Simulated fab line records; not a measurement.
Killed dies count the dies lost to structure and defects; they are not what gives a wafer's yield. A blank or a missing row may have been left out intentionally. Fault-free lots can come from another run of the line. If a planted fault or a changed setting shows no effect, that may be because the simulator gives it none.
Chamber matching	flow sky130	SKY_VIA2_ETCH_14 on rieDiel-02: 4 sister chambers
The step etches BARC in N2/H2, stops on SiO2, time 45.9 s, target depth 60 nm. 4 wafers are shown with their chamber, then 7 later ones without.

## EACH WAFER AND ITS CHAMBER
wafer	chamber	runLengthS (s)
L936.6	1	74.0
L937.3	3	74.9
L937.4	0	74.1
L939.3	2	74.7

## WAFERS WITHOUT THEIR CHAMBER
wafer	runLengthS (s)
L939.4	74.3
L939.5	74.8
L941.4	75.0
L941.5	74.7
L941.6	74.7
L944.5	74.5
L944.6	73.6

## THE CHAMBER EACH PASSED THROUGH
wafer	from the rows above	in truth
L939.4	can't be placed: 0 or 1 or 2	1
L939.5	can't be placed: 2 or 3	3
L941.4	can't be placed: 3 or 2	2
L941.5	can't be placed: 2 or 3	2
L941.6	can't be placed: 2 or 3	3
L944.5	can't be placed: 2 or 0 or 3 or 1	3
L944.6	can't be placed: 1 or 0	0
Placed correctly: 0 of 7. Can't be placed from these rows: 7 (the true chamber is among the candidates in 7). 0 placed wrongly.
How it was worked out, from the rows above alone: a wafer's distance from a chamber is the root of the sum, over the readings, of the square of ((its reading less the chamber's mean) divided by the reading's scatter). If the next closest chamber is less than 2 further off than the closest, the wafer can't be placed; otherwise it belongs to the closest. The mean given for a chamber averages the wafers shown for that chamber. The scatter: with one shown wafer a chamber, the root of the mean of the squares of how far each hidden wafer lies from its nearest shown one.
